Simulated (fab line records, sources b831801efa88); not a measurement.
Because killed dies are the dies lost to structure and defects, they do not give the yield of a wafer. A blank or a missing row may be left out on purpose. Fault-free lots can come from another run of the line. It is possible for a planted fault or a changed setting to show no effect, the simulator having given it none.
Which of the tools did it? + flow sky130 + 6 lots, 17 wafers sampled, at 3 steps of a route of 708

WHAT THE GAUGES READ, wafer by wafer
SKY_SONOS_ONO_THK_MEAS_05.
| lot  | measured     | on            | SONOS_ONO_CVD_04_THK (nm) |
|------|--------------|---------------|---------------------------|
| L379 | day 13 06:02 | film_metro-04 | 5.79 5.85 5.76            |
| L380 | day 13 23:40 | film_metro-02 | 5.69 5.84 5.71            |
| L383 | day 14 12:53 | film_metro-04 | 5.57 5.63                 |
| L393 | day 17 12:22 | film_metro-04 | 5.70 5.71 5.61            |
| L396 | day 18 05:02 | film_metro-04 | 5.62 5.55 5.56            |
| L399 | day 19 00:26 | film_metro-04 | 5.79 5.70 5.75            |

WHICH TOOL RAN EACH LOT (tool, then ch and the chambers of the sampled wafers, then the start)
| lot  | SKY_VT_ADJUST_HVTR_STRIP_10          | SKY_VT_ADJUST_PCH_STRIP_09           |
|------|--------------------------------------|--------------------------------------|
| L379 | plasma_asher-03 ch 0,1, day 11 00:47 | plasma_asher-02 ch 0,1, day 12 00:13 |
| L380 | plasma_asher-03 ch 0,1, day 11 13:10 | plasma_asher-04 ch 0,1, day 12 12:48 |
| L383 | plasma_asher-03 ch 0,1, day 12 05:07 | plasma_asher-04 ch 0,1, day 13 06:16 |
| L393 | plasma_asher-04 ch 0,1, day 14 22:48 | plasma_asher-02 ch 0,1, day 16 01:35 |
| L396 | plasma_asher-03 ch 0,1, day 15 12:26 | plasma_asher-04 ch 0,1, day 16 16:13 |
| L399 | plasma_asher-04 ch 0,1, day 16 10:06 | plasma_asher-01 ch 0,1, day 17 14:33 |
- SKY_VT_ADJUST_HVTR_STRIP_10: strips in O2/N2.
- SKY_VT_ADJUST_PCH_STRIP_09: strips in O2/N2.

THE ANSWER, worked out from the rows above alone
Rule: usual is defined by the lots themselves. Put in order of their means at a reading, lots are off if they are a third of the lots or fewer, leave a main group of 4 or more, and stand apart from it by a gap of 3 or more times the standard deviation of the main group's means; of several such gaps the widest counts. If all means in a main group match to the digits the tables above print for the reading, that group is not used. Also off: a lot with no number at a reading for which 4 or more lots have one. All remaining lots with rows at the step are treated as sound.
No lot is off at any reading shown: from this, nothing can be told.

WHAT THE SIMULATOR PUT IN
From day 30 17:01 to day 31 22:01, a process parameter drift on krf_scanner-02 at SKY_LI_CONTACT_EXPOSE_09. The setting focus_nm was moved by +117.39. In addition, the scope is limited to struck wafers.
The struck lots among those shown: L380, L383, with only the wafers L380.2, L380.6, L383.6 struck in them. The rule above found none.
